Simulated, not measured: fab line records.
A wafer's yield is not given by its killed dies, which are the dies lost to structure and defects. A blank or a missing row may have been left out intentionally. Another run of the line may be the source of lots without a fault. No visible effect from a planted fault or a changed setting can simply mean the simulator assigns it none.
fab line records ; flow sfq_line
record: lots: 7; wafers: 18; last_day: 82
route steps=325 shown M1@62 I1@73 M2@88
lots untouched by any fault: they come from a run of this same line in which no faults occurred
start_h: start of the lot's first displayed wafer, in hours after the record's first day ; wait_h: time in hours since the lot's previous step ; " the same as in the row above ; L1.1+2: a row that stands for several wafers ; - no value, or no start given ; * or withheld: withheld ; < > ~ a bound
route shown NAME@n: names a module that has steps shown in the file, with the first one's number in the route ; usual: mean/standard deviation of fault-free wafers ; same: alike in all rows ; chamber/n: place in a boat ; sites: readings site by site ; _std_site: standard deviation of those values ; _edge_site: mean of outer sites minus mean of inner sites ; radius_mm: for every site, how far away it sits from the centre of the wafer ; mask NAME#n: copy n ; behind: the most recent tool/chamber to have shaped the wafer ; hold: cause of the lot's hold/its duration in hours/its outcome ; device: which transistor (n, p or np) failed to switch ; end of line: the same wafers' tests at the end of the route ; step lacking rows: just its recipe ; killed: at the first sort, the dies lost to defects and structure; wafer yield is something else ; map: a wafer's dies, x killed, . not, _ none there
set.NAME: setting as actually run; set.NAME@STEP: the setting as run at that earlier step ; model.NAME: the simulator's own value behind a step, which no gauge read
lots at selected steps of the route; one table per step, one row per wafer
services: from which hour (start_h, from the record's first day; less than 0 if before it) a tool's chamber was out of use, for how many hours, and why
== steps ==
step: SFQ_TRILAYER_M1_LITHO_COAT_044
recipe: resist: BARC; spin_rpm: 3000; resist_thk_nm: 62
step: SFQ_TRILAYER_M1_LITHO_COAT_039
recipe: resist: KrF; spin_rpm: 3000; resist_thk_nm: 600
step: SFQ_TRILAYER_M1_LITHO_SOFTBAKE_043
recipe: temp_c: withheld; time_s: withheld; resist: KrF
step: SFQ_TRILAYER_M1_LITHO_EXPOSE_040
recipe: mask_id: M1; na: 0.6; source_shape: conventional; sigma_outer: 0.65; target_cd_nm: 500; dose_mj: 14.4
step: SFQ_TRILAYER_M1_LITHO_PEB_042
recipe: peb_temp_c: 115; peb_time_s: 60; resist: KrF
step: SFQ_TRILAYER_M1_LITHO_DEVELOP_041
recipe: time_s: 60; resist: KrF
step: SFQ_M1_OVL_MEAS_911
usual: M1_OVL: 3/5.5
lot.wafer;tool;chamber;start_h;wait_h;M1_OVL[nm]
L671.2;overlay-01;-;543.86;0.1;11
L671.3;overlay-01;-;543.86;0.1;8
L671.4;overlay-01;-;543.86;0.1;12
L678.1;overlay-02;-;619.06;0.1;-8
L678.3;overlay-02;-;619.06;0.1;-5
L678.4;overlay-02;-;619.06;0.1;-1
L682.2;overlay-02;-;653.99;0.1;6
L682.3;overlay-02;-;653.99;0.1;-1
L684.1;overlay-02;-;680.38;0.1;2
L684.2;overlay-02;-;680.38;0.1;-1
L685.2;overlay-02;-;687.59;0.1;-5
L685.6;overlay-02;-;687.59;0.1;3
L689.2;overlay-01;-;755.16;0.1;5
L689.3;overlay-01;-;755.16;0.1;6
L689.5;overlay-01;-;755.16;0.1;2
L692.1;overlay-02;-;774.35;0.1;0
L692.3;overlay-02;-;774.35;0.1;-2
L692.5;overlay-02;-;774.35;0.1;5
step: SFQ_TRILAYER_M1_BARC_OPEN_METAL_ETCH_054
recipe: mask_material: PR; chemistry: O2; target_depth_nm: 125; target: BARC; icp_w: 600; bias_w: 80; pressure_mtorr: 10; time_s: 41.7
usual: drypump_motor_current_A: 5.5/0.3; he_backside_leak_sccm: 3.43/0.21; oes_product_au: 0.686/0.0045; rf_fwd_power_W: 594/3.1
lot.wafer;tool;chamber;start_h;wait_h;drypump_motor_current_A;he_backside_leak_sccm;oes_product_au;rf_fwd_power_W;rf_hours_counter_h
L671.2;rie_metal-04;1;543.89;0.0;5.2;3.43;0.694;594;65
L671.3;rie_metal-04;1;543.89;0.0;5.2;3.64;0.686;593;-
L671.4;rie_metal-04;0;543.89;0.0;5.5;3.74;0.681;599;-
L678.1;rie_metal-02;0;619.09;0.0;5.6;3.53;0.687;594;68
L678.3;rie_metal-02;1;619.09;0.0;5.9;3.23;0.679;594;-
L678.4;rie_metal-02;0;619.09;0.0;5.6;3.71;0.686;588;-
L682.2;rie_metal-04;0;654.02;0.0;5.5;3.73;0.689;594;70
L682.3;rie_metal-04;1;654.02;0.0;5.2;3.59;0.680;590;-
L684.1;rie_metal-03;1;680.42;0.0;5.7;3.19;0.687;594;57
L684.2;rie_metal-03;0;680.42;0.0;5.0;3.43;0.693;597;67
L685.2;rie_metal-02;0;687.62;0.0;5.6;3.66;0.682;588;78
L685.6;rie_metal-02;1;687.62;0.0;5.9;3.33;0.693;595;-
L689.2;rie_metal-02;1;755.19;0.0;5.9;3.16;0.686;596;103
L689.3;rie_metal-02;1;755.19;0.0;5.9;3.12;0.692;599;-
L689.5;rie_metal-02;1;755.19;0.0;5.9;3.27;0.687;594;-
L692.1;rie_metal-02;0;774.39;0.0;5.6;3.74;0.685;589;92
L692.3;rie_metal-02;1;774.39;0.0;5.9;3.28;0.683;599;-
L692.5;rie_metal-02;0;774.39;0.0;5.6;3.71;0.692;588;-
step: SFQ_TRILAYER_M1_ETCH_METAL_ETCH_042
recipe: target: Nb; stop_on: SiO2; mask_material: PR; chemistry: Cl2/Ar; target_depth_nm: 240; icp_w: 600; bias_w: 80; pressure_mtorr: 10; time_s: 120
usual: drypump_motor_current_A: 5.5/0.3; he_backside_leak_sccm: 3.43/0.25; oes_product_au: 0.892/0.0078; rf_fwd_power_W: 597.1/2.1
lot.wafer;tool;chamber;start_h;wait_h;drypump_motor_current_A;he_backside_leak_sccm;oes_product_au;rf_fwd_power_W;rf_hours_counter_h
L671.2;rie_metal-04;1;543.95;0.0;5.2;3.58;0.899;597.3;65
L671.3;rie_metal-04;1;543.95;0.0;5.2;3.59;0.892;598.5;-
L671.4;rie_metal-04;0;543.95;0.0;5.5;3.55;0.896;592.6;-
L678.1;rie_metal-02;0;619.15;0.0;5.7;3.85;0.897;593.2;68
L678.3;rie_metal-02;1;619.15;0.0;5.9;3.11;0.895;597.1;-
L678.4;rie_metal-02;0;619.15;0.0;5.6;3.63;0.886;593.4;-
L682.2;rie_metal-04;0;654.08;0.0;5.5;3.82;0.890;597.9;70
L682.3;rie_metal-04;1;654.08;0.0;5.2;3.69;0.889;595.5;-
L684.1;rie_metal-03;1;680.48;0.0;5.7;3.24;0.916;599.4;57
L684.2;rie_metal-03;0;680.48;0.0;5.0;3.39;0.911;602.0;67
L685.2;rie_metal-02;0;687.68;0.0;5.7;3.53;0.894;596.1;78
L685.6;rie_metal-02;1;687.68;0.0;5.9;3.17;0.869;597.9;-
L689.2;rie_metal-02;1;755.25;0.0;5.9;2.97;0.903;597.9;103
L689.3;rie_metal-02;1;755.25;0.0;5.9;3.15;0.890;596.9;-
L689.5;rie_metal-02;1;755.25;0.0;5.9;3.04;0.903;597.0;-
L692.1;rie_metal-02;0;774.45;0.0;5.6;3.75;0.885;593.7;92
L692.3;rie_metal-02;1;774.45;0.0;5.9;3.09;0.878;596.3;-
L692.5;rie_metal-02;0;774.45;0.0;5.6;3.58;0.888;593.9;-
step: SFQ_TRILAYER_M1_STRIP_STRIP_043
recipe: gas: O2; power_w: 200; platen_temp_c: 40; overash_fraction: 0.65; chemistry: O2; pressure_mtorr: 50
usual: drypump_motor_current_A: 5.50/0.3; he_backside_leak_sccm: 3.5/0.36; oes_product_au: 1.001/0.013
lot.wafer;tool;chamber;start_h;wait_h;drypump_motor_current_A;he_backside_leak_sccm;oes_product_au;rf_hours_counter_h
L671.2;rie_metal-04;1;544.08;0.1;5.18;3.4;1.017;66
L671.3;rie_metal-04;1;544.08;0.1;5.18;3.7;1.030;-
L671.4;rie_metal-04;0;544.08;0.1;5.49;3.7;0.999;-
L678.1;rie_metal-02;0;619.28;0.1;5.65;3.6;0.991;68
L678.3;rie_metal-02;1;619.28;0.1;5.86;3.1;1.000;-
L678.4;rie_metal-02;0;619.28;0.1;5.66;3.3;0.999;-
L682.2;rie_metal-04;0;654.20;0.1;5.49;4.0;1.002;70
L682.3;rie_metal-04;1;654.20;0.1;5.21;3.6;1.013;-
L684.1;rie_metal-03;1;680.60;0.1;5.65;3.1;0.988;57
L684.2;rie_metal-03;0;680.60;0.1;5.02;3.5;1.024;67
L685.2;rie_metal-02;0;687.80;0.1;5.65;3.7;1.000;79
L685.6;rie_metal-02;1;687.80;0.1;5.89;3.2;0.990;-
L689.2;rie_metal-02;1;755.37;0.1;5.89;3.3;0.989;104
L689.3;rie_metal-02;1;755.37;0.1;5.87;3.4;0.987;-
L689.5;rie_metal-02;1;755.37;0.1;5.89;3.1;0.985;-
L692.1;rie_metal-02;0;774.57;0.1;5.61;3.7;0.991;92
L692.3;rie_metal-02;1;774.57;0.1;5.89;3.2;0.973;-
L692.5;rie_metal-02;0;774.57;0.1;5.64;3.3;0.995;-
step: SFQ_TRILAYER_M1_STRIP_SOLV_CLEAN_044
recipe: chemistry: NMP; temp_c: 70; time_s: 600
step: SFQ_TRILAYER_I1_DEP_PECVD_045
recipe: material: SiO2; temp_c: 150; time_s: 111.11; pressure_torr: 2.4; rf_w: 183.3; precursor: SiH4/N2O; target_thk_nm: 500
usual: heater_power_w: 90/19; rf_fwd_power_W: 182.5/0.57; throttle_valve_pct: 24.0/1
lot.wafer;tool;chamber;start_h;wait_h;heater_power_w;rf_fwd_power_W;throttle_valve_pct
L671.2;pecvd-03;1;544.85;0.0;73;183.1;25.2
L671.3;pecvd-03;0;544.85;0.0;107;182.3;23.3
L671.4;pecvd-03;0;544.85;0.0;112;182.7;23.6
L678.1;pecvd-01;0;620.05;0.0;65;182.5;22.7
L678.3;pecvd-01;2;620.05;0.0;80;183.3;23.0
L678.4;pecvd-01;0;620.05;0.0;69;181.4;22.7
L682.2;pecvd-01;0;654.99;0.0;70;182.5;23.0
L682.3;pecvd-01;2;654.99;0.0;80;183.0;23.3
L684.1;pecvd-01;0;681.38;0.0;62;182.1;22.9
L684.2;pecvd-01;1;681.38;0.0;119;182.9;24.1
L685.2;pecvd-01;0;688.75;0.0;60;184.1;23.2
L685.6;pecvd-01;2;688.75;0.0;66;183.1;23.4
L689.2;pecvd-04;1;756.16;0.0;107;182.6;24.0
L689.3;pecvd-04;0;756.16;0.0;106;182.9;25.0
L689.5;pecvd-04;1;756.16;0.0;111;183.2;24.2
L692.1;pecvd-01;1;775.35;0.0;116;183.1;24.5
L692.3;pecvd-01;2;775.35;0.0;75;182.7;23.4
L692.5;pecvd-01;1;775.35;0.0;119;182.3;24.4
step: SFQ_TRILAYER_I1_CMP_CMP_046
recipe: material: SiO2; down_force_psi: 3; platen_rpm: 60; pad_velocity_m_s: 0.94248
usual: motor_current_A: 9.4/0.84; slurry_filter_dp_kPa: 13.49/0.14; time_to_endpoint_s: 213/8.6
lot.wafer;tool;chamber;start_h;wait_h;motor_current_A;slurry_filter_dp_kPa;time_to_endpoint_s;model.SiO2_of_TRILAYER_I1_DEP_PECVD_045.thk_nm
L671.3;cmp-02;3;546.75;1.9;9.9;13.62;210;196.9
L671.2;cmp-02;1;547.75;2.9;10.1;13.41;203;198.2
L671.4;cmp-02;2;547.75;2.9;8.1;13.67;213;200.7
L678.4;cmp-01;3;620.13;0.0;10.7;13.34;216;201.6
L678.1;cmp-01;1;621.13;1.0;8.4;13.34;201;200.3
L678.3;cmp-01;2;621.13;1.0;10.0;13.48;212;199.9
L682.2;cmp-01;2;660.85;5.8;10.3;13.58;219;184.8
L682.3;cmp-01;3;660.85;5.8;10.6;13.40;237;186.9
L684.1;cmp-01;3;681.45;0.0;10.9;13.26;212;200.4
L684.2;cmp-01;2;682.95;1.5;10.5;13.03;219;185.1
L685.2;cmp-01;3;689.83;1.0;10.5;13.40;212;184.7
L685.6;cmp-01;2;691.33;2.5;10.1;13.29;214;198.2
L689.3;cmp-02;0;757.24;1.0;8.5;13.69;205;200.4
L689.2;cmp-02;1;757.24;1.0;9.7;13.40;214;199.1
L689.5;cmp-02;2;757.24;1.0;8.1;13.23;225;199.2
L692.3;cmp-02;2;783.24;7.9;8.4;13.60;214;200.5
L692.1;cmp-02;0;784.24;8.9;8.3;13.43;210;200.8
L692.5;cmp-02;3;785.74;10.3;9.9;13.39;212;199
step: SFQ_I1_BOW_MEAS_912
recipe: mode: bow
usual: I1_BOW: 2/8.3
lot.wafer;tool;chamber;start_h;wait_h;I1_BOW[um]
L671.2;film_metro-01;-;549.77;1.5;4
L671.3;film_metro-01;-;549.77;1.5;5
L671.4;film_metro-01;-;549.77;1.5;11
L678.1;film_metro-02;-;623.13;1.5;7
L678.3;film_metro-02;-;623.13;1.5;-3
L678.4;film_metro-02;-;623.13;1.5;-3
L682.2;film_metro-01;-;662.87;1.5;3
L682.3;film_metro-01;-;662.87;1.5;6
L682.2;film_metro-01;-;664.19;1.3;-
L682.3;film_metro-01;-;664.19;1.3;-
L684.1;film_metro-01;-;684.45;2.5;3
L684.2;film_metro-01;-;684.45;2.5;-6
L684.1;film_metro-01;-;685.77;1.3;-
L684.2;film_metro-01;-;685.77;1.3;-
L685.2;film_metro-02;-;691.85;1.5;16
L685.6;film_metro-02;-;691.85;1.5;6
L685.2;film_metro-02;-;693.17;1.3;-
L685.6;film_metro-02;-;693.17;1.3;-
L689.2;film_metro-02;-;759.26;1.0;12
L689.3;film_metro-02;-;759.26;1.0;11
L689.5;film_metro-02;-;759.26;1.0;9
L692.1;film_metro-01;-;786.24;1.5;5
L692.3;film_metro-01;-;786.24;1.5;1
L692.5;film_metro-01;-;786.24;1.5;-7
step: SFQ_TRILAYER_I1_METRO_MEASURE_047
usual: thk_nm: 199.7/1.2
lot.wafer;tool;chamber;start_h;wait_h;thk_nm
L671.2;film_metro-01;-;550.07;0.3;198.1
L671.3;film_metro-01;-;550.07;0.3;196.8
L671.4;film_metro-01;-;550.07;0.3;200.6
L678.1;film_metro-02;-;623.25;0.1;200.3
L678.3;film_metro-02;-;623.25;0.1;200.1
L678.4;film_metro-02;-;623.25;0.1;201.5
L682.2;film_metro-01;-;665.48;1.3;184.9
L682.3;film_metro-01;-;665.48;1.3;187.0
L682.2;film_metro-01;-;667.37;1.7;184.7
L682.3;film_metro-01;-;667.37;1.7;186.8
L684.1;film_metro-01;-;688.77;3.0;200.5
L684.2;film_metro-01;-;688.77;3.0;185.2
L684.1;film_metro-01;-;690.14;1.2;200.4
L684.2;film_metro-01;-;690.14;1.2;185.2
L685.2;film_metro-02;-;696.92;3.7;184.7
L685.6;film_metro-02;-;696.92;3.7;198.2
L685.2;film_metro-02;-;698.29;1.2;184.6
L685.6;film_metro-02;-;698.29;1.2;198.3
L689.2;film_metro-02;-;759.56;0.3;199.1
L689.3;film_metro-02;-;759.56;0.3;200.3
L689.5;film_metro-02;-;759.56;0.3;199.1
L692.1;film_metro-01;-;786.36;0.1;200.7
L692.3;film_metro-01;-;786.36;0.1;200.4
L692.5;film_metro-01;-;786.36;0.1;199.0
step: SFQ_TRILAYER_I1_VIA_LITHO_COAT_054
recipe: resist: BARC; spin_rpm: 3000; resist_thk_nm: 62
step: SFQ_TRILAYER_I1_VIA_LITHO_COAT_049
recipe: resist: KrF; spin_rpm: 3000; resist_thk_nm: 650
step: SFQ_TRILAYER_I1_VIA_LITHO_SOFTBAKE_053
recipe: temp_c: withheld; time_s: withheld; resist: KrF
step: SFQ_TRILAYER_I1_VIA_LITHO_EXPOSE_050
recipe: mask_id: I1; na: 0.6; source_shape: conventional; sigma_outer: 0.65; target_cd_nm: 500; dose_mj: 21.3
step: SFQ_TRILAYER_I1_VIA_LITHO_PEB_052
recipe: peb_temp_c: 115; peb_time_s: 60; resist: KrF
step: SFQ_TRILAYER_I1_VIA_LITHO_DEVELOP_051
recipe: time_s: 60; resist: KrF
step: SFQ_I1_OVL_MEAS_913
usual: I1_OVL: 0/5.1
lot.wafer;tool;chamber;start_h;wait_h;I1_OVL[nm]
L671.2;overlay-02;-;563.16;0.1;-5
L671.3;overlay-02;-;563.16;0.1;-3
L671.4;overlay-02;-;563.16;0.1;1
L678.1;overlay-02;-;628.51;0.1;-1
L678.3;overlay-02;-;628.51;0.1;1
L678.4;overlay-02;-;628.51;0.1;-9
L682.2;overlay-01;-;678.07;0.1;-3
L682.3;overlay-01;-;678.07;0.1;7
L684.1;overlay-01;-;699.64;0.2;7
L684.2;overlay-01;-;699.64;0.2;-1
L685.2;overlay-02;-;706.06;0.1;-2
L685.6;overlay-02;-;706.06;0.1;-4
L689.2;overlay-01;-;794.31;0.1;-5
L689.3;overlay-01;-;794.31;0.1;4
L689.5;overlay-01;-;794.31;0.1;-1
L692.1;overlay-01;-;797.90;0.1;-3
L692.3;overlay-01;-;797.90;0.1;-2
L692.5;overlay-01;-;797.90;0.1;-2
step: SFQ_TRILAYER_I1_VIA_BARC_OPEN_VIA_ETCH_071
recipe: mask_material: PR; chemistry: O2; target_depth_nm: 125; target: BARC; source_w: 500; bias_w: 80; pressure_mtorr: 30; time_s: 41.7
usual: drypump_motor_current_A: 5.6/0.4; oes_product_au: 0.685/0.0047; rf_fwd_power_W: 494.6/2.7
lot.wafer;tool;chamber;start_h;wait_h;drypump_motor_current_A;oes_product_au;rf_fwd_power_W;rf_hours_counter_h
L671.2;rie_diel-02;3;563.19;0.0;6.0;0.692;494.5;14
L671.3;rie_diel-02;1;563.19;0.0;5.1;0.684;493.6;49
L671.4;rie_diel-02;0;563.19;0.0;5.7;0.692;497.1;4
L678.1;rie_diel-04;2;628.55;0.0;6.0;0.686;493.5;36
L678.3;rie_diel-04;3;628.55;0.0;5.6;0.681;497.3;2
L678.4;rie_diel-04;1;628.55;0.0;6.0;0.680;494.3;11
L682.2;rie_diel-01;3;678.10;0.0;6.0;0.680;493.6;26
L682.3;rie_diel-01;0;678.10;0.0;6.0;0.677;492.6;4
L684.1;rie_diel-04;1;699.67;0.0;6.0;0.678;496.7;12
L684.2;rie_diel-04;0;699.67;0.0;5.1;0.692;496.3;52
L685.2;rie_diel-02;3;713.84;7.8;6.1;0.692;494.8;17
L685.6;rie_diel-02;0;713.84;7.8;5.7;0.688;499.0;-
L689.2;rie_diel-02;0;794.34;0.0;5.7;0.690;498.2;8
L689.3;rie_diel-02;3;794.34;0.0;6.0;0.686;492.9;18
L689.5;rie_diel-02;3;794.34;0.0;6.0;0.686;495.3;-
L692.1;rie_diel-02;2;797.94;0.0;5.0;0.679;491.2;1
L692.3;rie_diel-02;3;797.94;0.0;6.0;0.688;492.0;18
L692.5;rie_diel-02;3;797.94;0.0;6.0;0.684;492.2;-
step: SFQ_TRILAYER_I1_VIA_ETCH_VIA_ETCH_052
recipe: target: SiO2; stop_on: Nb; mask_material: PR; taper_deg: 20; chemistry: CHF3; target_depth_nm: 260; source_w: 500; bias_w: 80; pressure_mtorr: 30; time_s: withheld
usual: drypump_motor_current_A: 5.6/0.4; oes_product_au: 0.854/0.0055; rf_fwd_power_W: 498.2/1.6
lot.wafer;tool;chamber;start_h;wait_h;drypump_motor_current_A;oes_product_au;rf_fwd_power_W;model.I1.feature_depth_nm;model.etch.depth_nm
L671.2;rie_diel-02;3;563.23;0.0;6.0;0.854;498.5;198.2;198.2
L671.3;rie_diel-02;1;563.23;0.0;5.1;0.841;495.4;196.9;196.9
L671.4;rie_diel-02;0;563.23;0.0;5.7;0.861;497.7;200.7;200.7
L678.1;rie_diel-04;2;628.59;0.0;6.1;0.857;501.7;200.3;200.3
L678.3;rie_diel-04;3;628.59;0.0;5.6;0.865;497.8;199.9;199.9
L678.4;rie_diel-04;1;628.59;0.0;6.0;0.852;500.5;201.6;201.6
L682.2;rie_diel-01;3;678.14;0.0;6.0;0.820;497.4;184.8;184.8
L682.3;rie_diel-01;0;678.14;0.0;6.0;0.823;498.3;186.9;186.9
L684.1;rie_diel-04;1;699.71;0.0;6.0;0.860;500.3;200.4;200.4
L684.2;rie_diel-04;0;699.71;0.0;5.1;0.824;500.1;185.1;185.1
L685.2;rie_diel-02;3;713.88;0.0;6.0;0.822;496.7;184.7;184.7
L685.6;rie_diel-02;0;713.88;0.0;5.7;0.845;500.0;198.2;198.2
L689.2;rie_diel-02;0;794.38;0.0;5.7;0.855;500.7;199.1;199.1
L689.3;rie_diel-02;3;794.38;0.0;6.0;0.848;499.3;200.4;200.4
L689.5;rie_diel-02;3;794.38;0.0;6.0;0.856;499.1;199.2;199.2
L692.1;rie_diel-02;2;797.98;0.0;5.0;0.861;496.7;200.8;200.8
L692.3;rie_diel-02;3;797.98;0.0;6.0;0.849;501.1;200.5;200.5
L692.5;rie_diel-02;3;797.98;0.0;6.0;0.855;498.2;199;199
step: SFQ_TRILAYER_I1_VIA_STRIP_STRIP_053
recipe: gas: O2; power_w: 200; platen_temp_c: 40; overash_fraction: 0.65; chemistry: O2; pressure_mtorr: 50
step: SFQ_TRILAYER_I1_VIA_STRIP_SOLV_CLEAN_054
recipe: chemistry: NMP; temp_c: 70; time_s: 600
step: SFQ_TRILAYER_M2_DEP_PRE_CLEAN_056
recipe: gas: Ar; time_s: 22.5; bias_v: 250
lot.wafer;tool;chamber;start_h;wait_h;model.SiO2_of_TRILAYER_I1_DEP_PECVD_045.thk_nm
L671.2;pvd_sputter-04;-;564.12;0.0;190.7
L671.3;pvd_sputter-04;-;564.12;0.0;189.4
L671.4;pvd_sputter-04;-;564.12;0.0;193.2
L678.1;pvd_sputter-04;-;629.47;0.0;192.8
L678.3;pvd_sputter-04;-;629.47;0.0;192.4
L678.4;pvd_sputter-04;-;629.47;0.0;194.1
L682.2;pvd_sputter-05;-;679.51;0.0;177.3
L682.3;pvd_sputter-05;-;679.51;0.0;179.4
L684.1;pvd_sputter-06;-;700.60;0.0;192.9
L684.2;pvd_sputter-06;-;700.60;0.0;177.6
L685.2;pvd_sputter-06;-;714.77;0.0;177.2
L685.6;pvd_sputter-06;-;714.77;0.0;190.7
L689.2;pvd_sputter-04;-;795.26;0.0;191.6
L689.3;pvd_sputter-04;-;795.26;0.0;192.9
L689.5;pvd_sputter-04;-;795.26;0.0;191.7
L692.1;pvd_sputter-06;-;798.88;0.0;193.3
L692.3;pvd_sputter-06;-;798.88;0.0;193
L692.5;pvd_sputter-06;-;798.88;0.0;191.5
step: SFQ_TRILAYER_M2_DEP_SPUTTER_055
recipe: material: Nb; base_pressure_pa: 1.33e-06; chamber_pressure_pa: 0.1333; substrate_temp_c: 20; resputter_cathode_voltage_v: 400; target_thk_nm: 200; power_w: 2000; time_s: 133.3
== services ==
tool;chamber;start_h;hours;kind
rie_diel-04;-;521.05;1.1;repair
cmp-02;-;521.63;2.2;repair
rie_metal-02;-;526.85;2.8;pm
rie_diel-02;-;529.20;4.3;pm
rie_diel-02;-;533.53;2.8;pm
film_metro-01;-;554.07;0.9;pm
rie_diel-04;-;563.74;2.8;pm
pecvd-01;-;563.75;14.0;pm
cmp-01;-;575.00;4.0;pm
rie_metal-02;-;578.29;0.3;repair
film_metro-02;-;579.46;2.2;pm
film_metro-02;-;583.32;1.5;pm
film_metro-02;-;594.10;1.4;pm
film_metro-01;-;606.54;0.6;pm
rie_diel-04;-;641.39;5.3;repair
rie_diel-02;3;646.29;1.5;repair
pecvd-01;-;684.17;0.8;repair
rie_diel-02;1;687.82;18.4;repair
rie_diel-02;-;699.24;14.6;pm
film_metro-01;-;702.08;0.3;pm
film_metro-02;-;709.44;0.1;pm
film_metro-01;-;715.64;0.8;repair
rie_diel-02;2;724.10;4.6;repair
film_metro-01;-;755.35;7.9;pm
== key ==
first_sign: step: SFQ_I1_BOW_MEAS_912; reading: visit; direction: added
effect: step: SFQ_TRILAYER_I1_METRO_MEASURE_047; reading: visit; direction: added
effect: step: SFQ_TRILAYER_I1_METRO_MEASURE_047; reading: thk_nm; direction: down; sigmas: 11; usual: 199.7; struck: 185.4
effect: step: SFQ_TRILAYER_I1_VIA_ETCH_VIA_ETCH_052; reading: oes_product_au; direction: down; sigmas: 5.8; usual: 0.854; struck: 0.822
model_effect: step: SFQ_TRILAYER_I1_CMP_CMP_046; value: SiO2_of_TRILAYER_I1_DEP_PECVD_045.thk_nm; without: 200.4; struck: 185.4
model_effect: step: SFQ_TRILAYER_I1_VIA_ETCH_VIA_ETCH_052; value: I1.feature_depth_nm; without: 200.4; struck: 185.4
model_effect: step: SFQ_TRILAYER_M2_DEP_PRE_CLEAN_056; value: SiO2_of_TRILAYER_I1_DEP_PECVD_045.thk_nm; without: 192.9; struck: 177.9
met_at SFQ_TRILAYER_I1_CMP_CMP_046
struck_wafers L682.2,L682.3,L684.2,L685.2
onset_between 620.13 660.85
fault: kind: process_parameter_drift; tool: cmp-01; chamber: -; onset_h: 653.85; steps: SFQ_TRILAYER_I1_CMP_CMP_046; channel: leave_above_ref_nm; offset: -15; shape: step; end_h: 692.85; scope: struck_wafers_only; acts_in: these_recipes_only; stated: 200
